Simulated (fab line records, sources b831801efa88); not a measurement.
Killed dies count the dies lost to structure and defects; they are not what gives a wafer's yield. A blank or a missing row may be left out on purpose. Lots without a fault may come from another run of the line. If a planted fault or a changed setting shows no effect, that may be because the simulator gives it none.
One fault seen from 2 desks || flow gf180mcu || only its own numbers are on each desk; what lay behind them is given at the end

## FROM THE METROLOGY DESK
Means of the sampled wafers that have a number, per lot and without regard to the tool the lot ran on: this is what the gauges read. If a lot's mean is further than 4 standard deviations from the usual mean, the lot is out of limits and carries the mark OUT (the distance appears in the brackets).
Columns: A = cd_nm at GF_M3_CD_MEAS_14, usual 280.2 nm; B = M3_OVL at GF_M3_OVL_MEAS_15, usual 1 nm; C = V3_CVD_00_THK at GF_V3_THK_MEAS_01, usual 602 nm; D = V3_CVD_02_THK at GF_V3_THK_MEAS_03, usual 850 nm
{"lot": "L325", "first seen here": "day 23 01:25", "A": 282.2, "B": 4, "C": 605, "D": 851}
{"lot": "L335", "first seen here": "day 26 03:47", "A": 279.7, "B": 2, "C": 594, "D": 856}
{"lot": "L339", "first seen here": "day 27 11:59", "A": 279.1, "B": 3, "C": 604, "D": 850}
{"lot": "L340", "first seen here": "day 27 17:02", "A": 280.7, "B": 1, "C": 605, "D": 829}
{"lot": "L341", "first seen here": "day 27 23:32", "A": 281.0, "B": -3, "C": 600, "D": 858}
Result from this desk: across the 5 lots, nothing is out of limits.

## TOOL OWNER'S DESK, pecvd-01
The tool's own readings at GF_V3_CVD_02 (deposits SiO2 from TEOS, target thk 850 nm, time 94.851 s): means of the sampled wafers that have a number, for each lot that ran on this tool. If a lot's mean is further than 4 standard deviations from the usual mean, the lot is out of limits and carries the mark OUT (the distance appears in the brackets).
Columns: A = heater_power_outer_w at GF_V3_CVD_02, usual 415 W; B = heater_power_w at GF_V3_CVD_02, usual 694 W
{"lot": "L325", "first seen here": "day 23 02:20", "A": 393, "B": 646}
{"lot": "L341", "first seen here": "day 28 00:35", "A": 423, "B": 704}
Result from this desk: across the 2 lots, nothing is out of limits.

## ALL TOGETHER
The metrology desk saw nothing out of limits.
Nothing out of limits was seen by the tool owner's desk.

## WHAT THE SIMULATOR HAD INSERTED
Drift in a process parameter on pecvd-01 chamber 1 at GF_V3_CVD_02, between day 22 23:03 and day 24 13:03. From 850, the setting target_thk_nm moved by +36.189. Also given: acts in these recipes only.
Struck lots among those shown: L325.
